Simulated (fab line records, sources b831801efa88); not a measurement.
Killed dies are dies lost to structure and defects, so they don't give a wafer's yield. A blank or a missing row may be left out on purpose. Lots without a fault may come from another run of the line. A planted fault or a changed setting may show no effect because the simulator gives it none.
Which tool did it? | flow gf180mcu | 12 lots, 36 wafers sampled, at 2 steps of a route of 602

WHAT THE GAUGES READ, wafer by wafer
GF_SAB_THK_MEAS_01.
lot  | measured     | on            | SAB_CVD_00_THK (nm)
L328 | day 13 23:44 | film_metro-01 | 50.2 49.9 51.2
L329 | day 14 04:13 | film_metro-04 | 50.2 51.5 51.6
L333 | day 15 23:38 | film_metro-02 | 48.4 49.7 50.3
L336 | day 17 11:14 | film_metro-02 | 48.6 48.7 50.2
L338 | day 18 08:37 | film_metro-01 | 50.3 51.0 50.2
L340 | day 18 20:50 | film_metro-01 | 50.5 50.6 51.1
L341 | day 19 05:58 | film_metro-04 | 49.9 50.0 50.2
L342 | day 19 18:32 | film_metro-01 | 50.1 49.3 49.4
L343 | day 20 04:14 | film_metro-02 | 49.0 49.8 49.8
L347 | day 21 09:16 | film_metro-02 | 49.4 50.7 50.0
L350 | day 21 20:28 | film_metro-02 | 49.7 49.5 50.2
L351 | day 22 05:27 | film_metro-04 | 49.6 50.5 50.6

GF_SAB_CD_MEAS_09: target cd 420 nm.
lot  | measured     | on        | cd_nm (nm)
L328 | day 14 19:58 | cd_sem-01 | 419.5 419.1 419.3
L329 | day 14 23:48 | cd_sem-01 | 421.7 418.4 417.1
L333 | day 16 22:00 | cd_sem-02 | 422.6 424.0 422.1
L336 | day 18 10:28 | cd_sem-01 | 421.3 423.3 421.5
L338 | day 19 08:22 | cd_sem-02 | 421.8 420.4 422.0
L340 | day 19 20:50 | cd_sem-02 | 417.9 418.2 417.9
L341 | day 20 05:47 | cd_sem-02 | 421.2 420.5 421.0
L342 | day 20 17:26 | cd_sem-02 | 420.1 420.6 421.4
L343 | day 21 03:39 | cd_sem-02 | 418.4 419.0 420.3
L347 | day 22 09:17 | cd_sem-02 | 419.0 417.5 418.2
L350 | day 22 19:01 | cd_sem-02 | 421.0 420.8 419.6
L351 | day 23 03:51 | cd_sem-02 | 419.4 420.5 420.3

WHICH TOOL RAN EACH LOT (tool, then ch and the chambers of the sampled wafers, then the start)
The record holds no process step before these readings.

WHAT THE TOOLS THEMSELVES READ (means of the sampled wafers that have a number; where no wafer has one, the mark that the record gives instead)
The record holds no such reading with a usual standard deviation.

THE ANSWER, worked out from the rows above alone
Rule: what is usual is taken from the lots themselves. Put in order of their means at a reading, lots are off if they are a third of the lots or fewer, leave a main group of 4 or more, and stand apart from it by a gap of 3 or more times the standard deviation of the main group's means; of several such gaps the widest counts. A main group whose means are all the same, to the digits that the tables above print for the reading, isn't used. A lot without any number at a reading at which 4 lots or more have one is off too. The other lots that the step has rows for count as sound. The gauges are gone through in route order, then the tools' own readings, and for those a lot's mean is taken as printed above. The first step at which some lot is off is used, and at that step the reading that is off furthest; a lot without a number counts as furthest.
No lot is off at any reading shown: from this, nothing can be told.

WHAT THE SIMULATOR HAD PUT IN
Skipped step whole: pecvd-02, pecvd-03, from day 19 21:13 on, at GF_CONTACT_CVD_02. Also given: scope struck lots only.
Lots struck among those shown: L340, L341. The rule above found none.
